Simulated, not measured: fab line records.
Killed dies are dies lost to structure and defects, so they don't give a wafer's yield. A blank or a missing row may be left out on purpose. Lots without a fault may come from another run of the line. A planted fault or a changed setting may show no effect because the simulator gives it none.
Struck lot and sound lot, side by side	flow sfq_line	19 steps out of a route of 325
Sound: wafers L182.2, L182.3, L182.5. Struck: wafer L170.2. (L170.3, L170.6 of the same lot were not struck and are left out.) The cause comes at the end.
Order at every step that has rows: each side's tool, ch and its chambers, its first start. Under that, the readings that differ: sound wafers	struck wafers	difference of the means	sigmas: that difference in standard deviations of wafers without a fault.
alike: readings with means less than 2 such deviations apart, plus words and numbers identical on both sides. not compared: withheld readings, readings lacking a value on some wafer, bounds such as >300 that could conceal the same value, and numbers that have no deviation in the record and whose values overlap.
The two part at a step that has a row with sigmas, a row that says differs or no value, or rows on one side only. Non-overlapping numbers with no deviation appear without sigmas and do not part them. Lack of a reading on every wafer of one side parts them only where that side has two or more wafers.

first, 3 steps without rows for these wafers: SFQ_TRILAYER_R5_LITHO_EXPOSE_137 (exposes mask R5, target cd 500 nm); SFQ_TRILAYER_R5_LITHO_PEB_139 (peb time 60 s); SFQ_TRILAYER_R5_LITHO_DEVELOP_138 (time 60 s).
SFQ_R5_OVL_MEAS_935:
  sound on overlay-01 at day 70 08:26; struck on overlay-02 at day 57 23:00
  alike: R5_OVL
SFQ_TRILAYER_R5_BARC_OPEN_METAL_ETCH_177: etches BARC in O2, target depth 125 nm, time 41.7 s.
  sound on rie_metal-01 ch 0, day 70 08:28; struck on rie_metal-01 ch 0, day 57 23:02
  alike: drypump_motor_current_A, he_backside_leak_sccm, oes_product_au
  not compared: rf_hours_counter_h
SFQ_TRILAYER_R5_ETCH_METAL_ETCH_139: etches the open film in Cl2, stops on SiO2, target depth 60 nm, time 40 s.
  sound on rie_metal-01 ch 0, day 70 08:32; struck on rie_metal-01 ch 0, day 57 23:05
  alike: drypump_motor_current_A, he_backside_leak_sccm, oes_product_au
  not compared: rf_hours_counter_h
SFQ_TRILAYER_R5_STRIP_STRIP_140: strips in O2.
  sound on rie_metal-01 ch 0, day 70 08:35; struck on rie_metal-01 ch 0, day 57 23:08
  alike: drypump_motor_current_A, he_backside_leak_sccm, oes_product_au, platen_temp_c
  not compared: rf_hours_counter_h
then, 1 step without rows for these wafers: SFQ_TRILAYER_R5_STRIP_SOLV_CLEAN_141 (cleans in NMP, time 600 s).
SFQ_TRILAYER_A5C_DEP_PECVD_142: deposits SiO2 from SiH4/N2O, time 15.556 s, target thk 70 nm.
  sound on pecvd-02 ch 0,1,2, day 70 09:22; struck on pecvd-03 ch 2, day 57 23:55
  alike: chamber_pressure_Torr, heater_power_w, throttle_valve_pct
then, 3 steps without rows for these wafers: SFQ_TRILAYER_I5_LITHO_COAT_149 (resist thk 62 nm); SFQ_TRILAYER_I5_LITHO_COAT_144 (resist thk 650 nm); SFQ_TRILAYER_I5_LITHO_SOFTBAKE_148.
-- the record jumps here: 3 days lie between the struck wafers' starts before and after --
SFQ_TRILAYER_I5_LITHO_EXPOSE_145: exposes mask I5, target cd 700 nm.
  sound on krf_scanner-02 ch 0, day 70 10:20; struck on krf_scanner-02 ch 0, day 60 21:35
  alike: mask
then, 2 steps without rows for these wafers: SFQ_TRILAYER_I5_LITHO_PEB_147 (peb time 60 s); SFQ_TRILAYER_I5_LITHO_DEVELOP_146 (time 60 s).
SFQ_I5_OVL_MEAS_936:
  sound on overlay-02 at day 70 11:38; struck on overlay-02 at day 60 22:54
  alike: I5_OVL
SFQ_TRILAYER_I5_BARC_OPEN_VIA_ETCH_200: etches BARC in O2, target depth 125 nm, time 41.7 s.
  sound on rie_diel-04 ch 1,2, day 70 11:40; struck on rie_diel-01 ch 2, day 60 22:56
reading	sound	struck	difference	sigmas
model.I5.cd_nm (nm)	699.7 700.5 701.5	709.4	+8.8	
  alike: drypump_motor_current_A, oes_product_au
  not compared: rf_hours_counter_h
SFQ_TRILAYER_I5_ETCH_VIA_ETCH_147: etches the open film in CHF3, stops on Nb, target depth 360 nm.
  sound on rie_diel-04 ch 1,2, day 70 11:43; struck on rie_diel-01 ch 2, day 60 22:58
reading	sound	struck	difference	sigmas
model.I5.cd_nm (nm)	698.2 697.3 699.3	707.7	+9.4	
  alike: drypump_motor_current_A, oes_product_au
SFQ_TRILAYER_I5_STRIP_STRIP_148: strips in O2.
  sound on rie_metal-04 ch 0,1, day 70 11:52; struck on rie_metal-01 ch 0, day 60 23:07
  alike: drypump_motor_current_A, he_backside_leak_sccm, oes_product_au, platen_temp_c
  not compared: rf_hours_counter_h

== WHERE THEY PART ==
Nowhere in this record.

WHY: what had been put in by the simulator
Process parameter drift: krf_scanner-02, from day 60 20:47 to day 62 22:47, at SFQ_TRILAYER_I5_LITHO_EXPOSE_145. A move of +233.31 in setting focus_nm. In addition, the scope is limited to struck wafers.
